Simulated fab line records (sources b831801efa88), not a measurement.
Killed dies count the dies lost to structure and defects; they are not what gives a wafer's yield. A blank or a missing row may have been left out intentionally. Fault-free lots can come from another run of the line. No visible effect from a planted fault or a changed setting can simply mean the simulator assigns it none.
fab line records	flow sky130
record: lots: 12	wafers: 36	last-day: 50
route steps=708 shown VT_ADJUST_LVTN@106 GATE_OXIDE@194 LDD_HVP@285 POLY_CUT@319
lots that met no fault: taken from a fault-free run of the same line
start-h: start of the lot's first displayed wafer, in hours after the record's first day	wait-h: hours from the lot's prior step to this one	" the same as in the row above	L1.1+2: one row covering several wafers at once	- either no value or no given start	* or withheld: withheld	< > ~ a bound
route shown NAME@n: names a module that has steps shown in the file, with the first one's number in the route	usual: mean/standard deviation taken from wafers without a fault	same: alike in all rows	chamber/n: place in a boat	sites: readings site by site	_std_site: the values' standard deviation	_edge_site: outer sites' mean less inner sites'	radius-mm: how far each site lies from the wafer's centre	mask NAME#n: copy n	behind: the tool/chamber that last shaped the wafer	hold: what put the lot on hold/how long, in hours/how the hold closed	device: the n, p or np transistor that did not switch	end of line: tests run on the same wafers once the route is complete	where a step has no rows: the recipe by itself	killed: the dies lost at the first sort to structure and to defects; this is not the yield of the wafer	map: dies across one wafer; x = killed, . = not, _ = none there
set.NAME: the setting the step ran with; set.NAME@STEP: the setting that earlier step ran with	model.NAME: the simulator's own value behind a step, which no gauge read
a sample of lots followed through the steps of the route, with each step as a table and each wafer as a row
services: the hour from which a tool's chamber was out of use, counted from the record's first day as start-h (under 0 if before that day), plus the number of hours and why
== steps ==
step: SKY_VT_ADJUST_LVTN_STRIP_09
recipe: chemistry: O2/N2	power-w: 1400	pressure-mtorr: 1500	platen-temp-c: withheld	o2-flow-sccm: 3000	n2-flow-sccm: 300	overash-fraction: 0.5
usual: drypump-motor-current-A: 5.4/0.44	o2-flow-sccm: 3002/9	oes-product-au: 0.722/0.0046	strip-time-to-endpoint-s: 36.93/0.098
lot.wafer	tool	chamber	start-h	wait-h	drypump-motor-current-A	o2-flow-sccm	oes-product-au	rf-hours-counter-h	strip-time-to-endpoint-s
L487.3	plasma-asher-03	0	157.17	0.1	6.0	2996	0.720	-	37.05
L487.4	"	1	"	"	4.9	3001	0.718	-	37.05
L487.5	"	1	"	"	5.0	2988	0.727	-	36.97
L490.2	plasma-asher-01	1	158.79	0.1	5.8	2987	0.725	50	36.96
L490.3	"	0	"	"	4.9	2998	0.721	-	37.00
L490.5	"	1	"	"	5.8	2999	0.721	-	36.98
L491.1	plasma-asher-01	1	170.50	0.1	5.8	3018	0.717	51	37.07
L491.3	"	0	"	"	4.9	3002	0.722	-	36.98
L491.5	"	0	"	"	4.9	2992	0.723	-	36.92
L492.2	plasma-asher-01	1	172.64	0.1	5.8	2991	0.729	51	36.93
L492.3	"	1	"	"	5.8	2984	0.722	-	37.04
L492.4	"	0	"	"	5.0	3014	0.728	-	36.97
L493.1	plasma-asher-03	1	179.80	0.1	5.0	2995	0.722	53	36.83
L493.3	"	0	"	"	6.0	2996	0.727	-	36.91
L493.6	"	1	"	"	4.9	2998	0.723	-	36.93
L501.1	plasma-asher-03	0	246.00	0.1	6.0	3001	0.723	59	37.08
L501.2	"	1	"	"	4.9	3015	0.719	59	37.09
L501.3	"	1	"	"	4.9	3014	0.723	-	37.07
L502.2	plasma-asher-03	1	260.25	0.1	4.9	3010	0.718	60	36.88
L502.4	"	1	"	"	5.0	2998	0.718	-	36.89
L502.6	"	0	"	"	6.0	3017	0.717	-	36.86
L505.1	plasma-asher-01	1	269.65	0.1	5.8	3003	0.725	61	37.01
L505.3	"	1	"	"	5.8	3004	0.732	-	37.09
L505.4	"	0	"	"	4.9	3005	0.716	-	37.05
L506.1	plasma-asher-03	0	274.20	0.1	6.0	2997	0.726	62	36.78
L506.3	"	0	"	"	6.0	3011	0.724	-	36.95
L506.6	"	0	"	"	6.0	3012	0.725	-	36.95
L507.2	plasma-asher-01	1	278.19	0.1	5.8	3001	0.714	62	36.93
L507.3	"	0	"	"	4.9	3005	0.717	-	36.99
L507.6	"	0	"	"	4.9	2991	0.720	-	36.85
L508.3	plasma-asher-01	1	293.19	0.1	5.8	3007	0.728	-	37.09
L508.4	"	0	"	"	4.9	3003	0.722	-	37.04
L508.5	"	0	"	"	4.9	3007	0.717	-	37.01
L510.1	plasma-asher-04	0	301.89	0.1	5.7	3002	0.715	16	36.89
L510.2	"	1	"	"	5.1	2996	0.717	16	36.89
L510.6	"	1	"	"	5.1	2992	0.714	-	36.87
step: SKY_GATE_OXIDE_EXPOSE_07
recipe: mask-id: LVOM	na: 0.6	source-shape: conventional	sigma-outer: 0.6	polarization: unpolarized	target-cd-nm: 600	dose-mj: 170
usual: focus-offset-nm: -0.1/0.57
lot.wafer	tool	chamber	start-h	wait-h	mask	focus-offset-nm
L490.2	iline-stepper-01	0	319.41	-	LVOM#0	-0.6
L490.3	"	0	"	"	LVOM#0	-0.7
L490.5	"	0	"	"	LVOM#0	-0.7
L487.3	iline-stepper-02	0	319.76	-	LVOM#0	-0.6
L487.4	"	0	"	"	LVOM#0	0.3
L487.5	"	0	"	"	LVOM#0	0.0
L491.1	iline-stepper-01	0	330.99	-	LVOM#0	-0.3
L491.3	"	0	"	"	LVOM#0	0.2
L491.5	"	0	"	"	LVOM#0	0.7
L492.2	iline-stepper-01	0	337.53	-	LVOM#0	-1.2
L492.3	"	0	"	"	LVOM#0	-0.6
L492.4	"	0	"	"	LVOM#0	0.6
L493.1	iline-stepper-01	0	346.10	-	LVOM#0	-1.4
L493.3	"	0	"	"	LVOM#0	-1.3
L493.6	"	0	"	"	LVOM#0	-0.9
L501.1	iline-stepper-01	0	431.47	-	LVOM_R1#0	-0.2
L501.2	"	0	"	"	LVOM_R1#0	-0.1
L501.3	"	0	"	"	LVOM_R1#0	-0.4
L502.2	iline-stepper-02	0	448.73	-	LVOM#0	0.6
L502.4	"	0	"	"	LVOM#0	1.4
L502.6	"	0	"	"	LVOM#0	-0.1
L505.1	iline-stepper-01	0	455.97	-	LVOM#0	0.1
L505.3	"	0	"	"	LVOM#0	-0.7
L505.4	"	0	"	"	LVOM#0	0.7
L506.1	iline-stepper-01	0	467.72	-	LVOM#0	-0.7
L506.3	"	0	"	"	LVOM#0	0.0
L506.6	"	0	"	"	LVOM#0	-0.7
L507.2	iline-stepper-01	0	473.19	-	LVOM#0	-0.3
L507.3	"	0	"	"	LVOM#0	-0.7
L507.6	"	0	"	"	LVOM#0	0.5
L508.3	iline-stepper-01	0	489.34	-	LVOM#0	-0.7
L508.4	"	0	"	"	LVOM#0	-0.1
L508.5	"	0	"	"	LVOM#0	-0.2
L510.1	iline-stepper-01	0	496.15	-	LVOM#0	-0.6
L510.2	"	0	"	"	LVOM#0	-0.2
L510.6	"	0	"	"	LVOM#0	0.5
step: SKY_LDD_HVP_OVL_MEAS_07
usual: LDD_HVP_OVL: -0.5/1.4
lot.wafer	tool	chamber	start-h	wait-h	LDD_HVP_OVL[nm]
L490.2	overlay-01	-	536.21	0.1	-2.6
L490.3	"	-	"	"	-0.3
L490.5	"	-	"	"	0.3
L487.3	overlay-01	-	537.16	0.1	-0.3
L487.4	"	-	"	"	-0.2
L487.5	"	-	"	"	-1.1
L491.1	overlay-02	-	537.45	0.1	-0.9
L491.3	"	-	"	"	-1.1
L491.5	"	-	"	"	-1.5
L492.2	overlay-01	-	542.77	0.1	-1.9
L492.3	"	-	"	"	-0.7
L492.4	"	-	"	"	-1.8
L493.1	overlay-02	-	548.26	0.1	0.6
L493.3	"	-	"	"	-1.1
L493.6	"	-	"	"	-1.1
L501.1	overlay-02	-	635.01	0.1	-1.2
L501.2	"	-	"	"	-1.7
L501.3	"	-	"	"	-0.6
L502.2	overlay-02	-	651.57	0.1	-0.7
L502.4	"	-	"	"	0.4
L502.6	"	-	"	"	-0.9
L505.1	overlay-02	-	656.42	0.1	-0.6
L505.3	"	-	"	"	-0.2
L505.4	"	-	"	"	0.4
L506.1	overlay-01	-	666.72	0.1	0.8
L506.3	"	-	"	"	0.8
L506.6	"	-	"	"	-1.3
L507.2	overlay-02	-	672.06	0.1	-0.5
L507.3	"	-	"	"	0.1
L507.6	"	-	"	"	-0.5
L508.3	overlay-01	-	686.83	0.1	-0.9
L508.4	"	-	"	"	-1.0
L508.5	"	-	"	"	-0.5
L510.1	overlay-01	-	696.31	0.1	0.1
L510.2	"	-	"	"	-0.5
L510.6	"	-	"	"	-2.1
step: SKY_POLY_CUT_STRIP_12
recipe: chemistry: O2/N2	power-w: 1400	pressure-mtorr: 1500	platen-temp-c: withheld	o2-flow-sccm: 3000	n2-flow-sccm: 300	overash-fraction: 0.5
usual: drypump-motor-current-A: 5.5/0.46	o2-flow-sccm: 2999/8.3	oes-product-au: 0.452/0.0048	strip-time-to-endpoint-s: 5.358/0.017
lot.wafer	tool	chamber	start-h	wait-h	drypump-motor-current-A	o2-flow-sccm	oes-product-au	rf-hours-counter-h	strip-time-to-endpoint-s
L490.2	plasma-asher-01	0	598.35	0.0	4.9	3001	0.450	16	5.361
L490.3	"	0	"	"	4.9	3004	0.451	-	5.369
L490.5	"	1	"	"	5.8	3002	0.446	-	5.362
L487.3	plasma-asher-01	1	598.81	0.1	5.8	3008	0.461	-	5.353
L487.4	"	0	"	"	4.9	2993	0.463	-	5.362
L487.5	"	1	"	"	5.8	2997	0.447	-	5.367
L491.1	plasma-asher-03	1	599.95	0.0	5.0	2990	0.452	94	5.379
L491.3	"	0	"	"	6.0	2988	0.452	-	5.368
L491.5	"	1	"	"	5.0	2997	0.457	-	5.366
L492.2	plasma-asher-03	1	604.70	0.0	5.0	2987	0.450	95	5.353
L492.3	"	1	"	"	5.0	2996	0.452	-	5.360
L492.4	"	0	"	"	6.0	2997	0.452	-	5.372
L493.1	plasma-asher-02	0	610.13	0.0	6.0	2997	0.445	80	5.342
L493.3	"	0	"	"	6.0	3000	0.450	-	5.353
L493.6	"	1	"	"	5.4	2993	0.455	-	5.378
L501.1	plasma-asher-01	1	692.43	0.0	5.8	3012	0.457	25	5.350
L501.2	"	0	"	"	4.9	2996	0.458	25	5.338
L501.3	"	1	"	"	5.8	2995	0.456	-	5.346
L502.2	plasma-asher-03	1	709.93	0.0	5.0	2992	0.454	106	5.325
L502.4	"	1	"	"	5.0	2996	0.447	-	5.317
L502.6	"	0	"	"	6.0	3003	0.450	-	5.347
L505.1	plasma-asher-03	0	715.68	0.0	6.0	3005	0.450	107	5.356
L505.3	"	1	"	"	5.0	2996	0.450	-	5.340
L505.4	"	0	"	"	6.0	3000	0.459	-	5.348
L506.1	plasma-asher-02	1	725.85	0.0	5.4	3003	0.454	91	5.336
L506.3	"	0	"	"	6.0	2998	0.461	-	5.358
L506.6	"	0	"	"	6.0	2998	0.449	-	5.379
L507.2	plasma-asher-02	0	731.75	0.0	6.0	2995	0.452	92	5.335
L507.3	"	1	"	"	5.4	3011	0.454	-	5.339
L507.6	"	0	"	"	6.0	2995	0.448	-	5.347
L508.3	plasma-asher-03	1	747.06	0.1	4.9	2992	0.459	-	5.357
L508.4	"	0	"	"	6.0	2994	0.445	-	5.344
L508.5	"	0	"	"	6.0	2991	0.453	-	5.358
L510.1	plasma-asher-01	1	755.03	0.0	5.8	3006	0.453	32	5.399
L510.2	"	0	"	"	4.9	2984	0.456	32	5.379
L510.6	"	0	"	"	4.9	2986	0.452	-	5.388
== services ==
tool	chamber	start-h	hours	kind
plasma-asher-01	-	141.50	1.6	repair
iline-stepper-01	-	150.69	1.0	repair
plasma-asher-03	-	226.45	0.9	repair
iline-stepper-01	-	248.73	1.5	repair
iline-stepper-01	-	273.92	14.2	repair
iline-stepper-01	-	288.09	2.1	pm
iline-stepper-01	-	290.17	4.4	pm
iline-stepper-01	-	294.62	1.7	pm
plasma-asher-02	-	400.19	0.5	repair
plasma-asher-01	-	421.25	9.0	pm
plasma-asher-03	-	455.57	0.7	repair
plasma-asher-01	-	481.46	3.8	repair
iline-stepper-01	-	512.78	1.7	pm
plasma-asher-01	-	557.41	2.3	repair
plasma-asher-03	-	568.71	1.1	repair
plasma-asher-03	-	570.49	1.9	repair
plasma-asher-01	-	641.11	6.0	repair
plasma-asher-03	-	681.42	1.1	repair
plasma-asher-01	-	686.55	2.7	repair
plasma-asher-01	-	693.12	0.7	repair
plasma-asher-02	-	696.93	8.1	repair
iline-stepper-01	-	730.96	1.7	pm
plasma-asher-01	-	732.49	1.1	repair
plasma-asher-03	-	733.75	9.0	pm
== key ==
first-sign: step: SKY_GATE_OXIDE_EXPOSE_07	reading: mask	direction: changed
effect none on later readings
met-at SKY_GATE_OXIDE_EXPOSE_07
struck-lots L501
tester-left-out L501
not-acting-at SKY_VT_ADJUST_LVTN_STRIP_09,SKY_LDD_HVP_OVL_MEAS_07,SKY_POLY_CUT_STRIP_12
onset-between 346.10 431.47
fault: kind: wrong-mask	tool: any	chamber: -	onset-h: 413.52	steps: SKY_GATE_OXIDE_EXPOSE_07	aux-copy: LVOM_R1#0	cd-offset-nm: 42	scope: struck-lots-only
tester-left-out: of these lots the tester's yield and bins aren't shown, on N5 and GAA mostly nor the transistor test; their killed dies are dies lost to structure and defects alone, not to doping, threshold or leakage, so they don't give the yield
